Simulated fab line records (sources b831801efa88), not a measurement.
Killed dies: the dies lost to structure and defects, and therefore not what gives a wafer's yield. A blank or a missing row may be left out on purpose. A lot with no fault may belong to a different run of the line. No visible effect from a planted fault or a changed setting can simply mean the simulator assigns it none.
2 desks, one fault    flow gf180mcu    each desk has only its own numbers; what lay behind them comes last

== DESK OF THE TOOL OWNER: implanter-01 ==
The tool's own readings at GF_MVSD_IMPLANT_08, given as means over the sampled wafers that have a number, one for each lot that went through this tool. A lot is out of limits, marked OUT, if its mean lies more than 4 standard deviations from the usual mean; the brackets give that distance.
Columns: A = beam energy keV at GF_MVSD_IMPLANT_08, usual 400.00; B = tilt deg at GF_MVSD_IMPLANT_08, usual 0.004 degrees
lot   first seen here  A                         B
L857  day 4 17:35      399.95                    0.012
L858  day 4 21:23      399.92                    0.005
L859  day 5 04:55      456.61 (+99 or more) OUT  -0.007
L864  day 6 09:07      456.69 (+99 or more) OUT  -0.005
L874  day 8 18:58      400.09                    -0.024
L875  day 9 00:38      399.97                    -0.003
L878  day 10 02:16     400.13                    0.004
L879  day 10 05:49     400.00                    -0.017
This desk finds L859, L864 out of limits, L859 being first, at day 5 04:55 (beam energy keV at GF_MVSD_IMPLANT_08). L857, L858, L874, L875, L878, L879 stayed within limits.

== AT THE METROLOGY DESK ==
Means of the sampled wafers that have a number, per lot and without regard to the tool the lot ran on: this is what the gauges read. A lot is out of limits, marked OUT, if its mean lies more than 4 standard deviations from the usual mean; the brackets give that distance.
Columns: A = INCOMING_BOW at GF_STI_BOW_MEAS_00, usual 0 um; B = MVSD_TW at GF_MVSD_TW_MEAS_11, usual 1599; C = MVSD_RS at GF_VT_IMPLANT_RS_MEAS_46, usual 456.9 ohm/sq
lot   first seen here  A   B     C
L856  day 1 10:02      3   1607  454.3
L857  day 1 15:01      2   1593  456.9
L858  day 1 20:01      -4  1588  458.1
L859  day 2 01:00      7   1618  445.4 (-10) OUT
L862  day 2 16:02      -4  1605  456.6
L864  day 3 02:02      0   1626  445.5 (-10) OUT
L873  day 4 23:04      -3  1602  456.9
L874  day 5 04:00      -6  1595  457.1
L875  day 5 09:01      3   1607  456.4
L876  day 5 14:01      1   1598  457.0
L878  day 6 00:00      -4  1598  457.2
L879  day 6 05:00      3   1608  455.7
This desk finds L859, L864 out of limits, with the earliest case on L859 at day 8 09:43 (MVSD_RS at GF_VT_IMPLANT_RS_MEAS_46). L856, L857, L858, L862, L873, L874, L875, L876, L878, L879 stayed within limits.

== TAKEN TOGETHER ==
The tool owner's desk could have raised an alarm at day 5 04:55, on L859, L864.
Metrology desk: alarm possible at day 8 09:43 on L859, L864.
Of the lots named, all ran GF_MVSD_IMPLANT_08 on implanter-01.

== WHAT THE SIMULATOR HAD PUT IN ==
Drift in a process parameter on implanter-01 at GF_MVSD_IMPLANT_08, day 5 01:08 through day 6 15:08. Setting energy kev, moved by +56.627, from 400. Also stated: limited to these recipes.
Lots struck among those shown: L859, L864.
Time in hours from fault onset to the first out-of-limits reading at each desk: tool owner's desk 4, metrology desk 81.
